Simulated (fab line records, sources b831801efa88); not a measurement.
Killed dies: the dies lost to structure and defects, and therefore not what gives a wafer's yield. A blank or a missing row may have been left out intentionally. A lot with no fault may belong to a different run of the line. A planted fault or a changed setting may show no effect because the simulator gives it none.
One fault seen from 2 desks    flow sky130    each desk holds nothing but its own numbers, with what lay behind them at the end

== METROLOGY DESK ==
What the gauges read, lot by lot, whatever tool the lot ran on: means of the sampled wafers that have a number. If a lot's mean is further than 4 standard deviations from the usual mean, the lot is out of limits and carries the mark OUT (the distance appears in the brackets).
Columns: A = CONTACT_W_RS at SKY_CONTACT_RS_MEAS_25, usual 0.336 ohm/sq; B = CONTACT_W_THK at SKY_CONTACT_THK_MEAS_26, usual 344 nm
lot   first seen here  A      B
L891  day 32 02:37     0.336  340
L895  day 34 00:23     0.341  342
L898  day 35 13:07     0.329  351
L904  day 36 14:34     0.329  350
L907  day 37 04:41     0.342  336
L912  day 38 19:23     0.332  352
This desk's verdict: no lot among the 6 shows anything out of limits.

== DESK OF THE TOOL OWNER: pvd sputter-04 ==
The tool's own readings at SKY_METAL1_SPUTTER_01 (material TiN, target thk 20 nm, time 16.7 s): means of the sampled wafers that have a number, for each lot that ran on this tool. If a lot's mean is further than 4 standard deviations from the usual mean, the lot is out of limits and carries the mark OUT (the distance appears in the brackets).
Columns: A = throttle valve pct at SKY_METAL1_SPUTTER_01, usual 30.0 %
lot   first seen here  A
L891  day 32 03:20     30.5
L904  day 36 14:59     29.9
L907  day 37 05:08     29.9
This desk's verdict: no lot among the 3 shows anything out of limits.

== PUT TOGETHER ==
From the metrology desk's view, nothing was out of limits.
The desk of the tool owner found nothing out of limits.

== WHAT THE SIMULATOR HAD PUT IN ==
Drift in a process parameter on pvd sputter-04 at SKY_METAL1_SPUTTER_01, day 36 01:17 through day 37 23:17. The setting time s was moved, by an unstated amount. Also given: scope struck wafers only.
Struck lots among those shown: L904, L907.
